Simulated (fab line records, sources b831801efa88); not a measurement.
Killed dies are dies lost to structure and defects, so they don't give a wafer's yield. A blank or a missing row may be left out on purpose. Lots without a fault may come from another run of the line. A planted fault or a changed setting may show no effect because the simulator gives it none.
Problem report in the 8D (eight disciplines) form, filled by code | flow sky130 | the parts of the form that need people (team, actions taken, sign-off) are left out

1. THE PROBLEM
dose_ions_cm2 at SKY_LDD_N_IMPLANT_12 reads a mean of 1e+13 on 6 wafers of 2 lots; wafers without a fault read 5e+12 with a standard deviation of 4.9e+09. That is +99 or more standard deviations from the usual mean.
First seen on wafer L552.2, day 22 06:02, on implanter-04. The record holds 42 wafers of 14 lots with a number at this step. Rule for "out", or "out of limits": more than 4 standard deviations from the usual mean. The other wafers with a number count as sound.

2. WHAT IT IS AND WHAT IT IS NOT
question                    | is                                | is not
which readings at this step | dose_ions_cm2, faraday_current_uA | -
which lots                  | L552, L553                        | L540, L543, L544, L545, L548, L549, L550, L551, L559, L560, L561, L562
which wafers of those lots  | all that have a number            | -
read on which tools         | implanter-04                      | implanter-02, implanter-03
when                        | from day 22 06:02                 | up to then (21 sound wafers); but 15 sound wafers of L551, L559, L560, L561, L562 came after

3. SUSPECTS, AND WHAT RULES EACH OUT
Counting: a tool at a process step up to the reading stays a suspect if it ran every lot that is out and no sound lot after the first of them.
- rie_diel-03 at SKY_FIELD_ISO_ETCH_14 (etches BARC in N2/H2, stops on SiO2, time 45.9 s, target depth 60 nm): ruled out as a lasting fault. Sound lots L559 ran on it after its first lot that is out, L552 (day 4 19:38).
- implanter-04 at SKY_LDD_N_IMPLANT_12: ruled out as a lasting fault. Sound lots L560, L561, L562 ran on it after its first lot that is out, L552 (day 22 06:02).
Left after counting: nothing in the record.

4. THE CAUSE (what the simulator had put in)
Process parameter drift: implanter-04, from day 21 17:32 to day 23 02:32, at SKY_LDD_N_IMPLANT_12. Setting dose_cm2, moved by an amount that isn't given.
Counting ruled it out, wrongly.

5. THE CHAIN OF EFFECTS, in route order
Each row: a reading whose mean over the struck wafers that have a number lies more than 3 standard deviations from the usual. Only readings for which the record gives a usual standard deviation are gone through. hours: the time from each lot's start at the first step in this table that gives one to its start at this step, as a median over the lots. sigmas: the change in usual standard deviations.
hours | step                 | reading            | usual | on struck wafers | change | sigmas
0     | SKY_LDD_N_IMPLANT_12 | dose_ions_cm2      | 5e+12 | 1e+13            | +5e+12 | +99 or more
0     | SKY_LDD_N_IMPLANT_12 | faraday_current_uA | 28.2  | 55.7             | +27.5  | +49
The process steps in it:
- SKY_LDD_N_IMPLANT_12
Later measuring or inspecting steps at which every struck wafer that the step has a row for has a number for every such reading, and none has moved that far: SKY_LOCAL_INTERCONNECT_CD_MEAS_11.

6. WHAT WOULD HAVE CAUGHT IT SOONER
In this record the first reading out of limits was taken at day 22 06:02, 12 hours after the fault began at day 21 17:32.
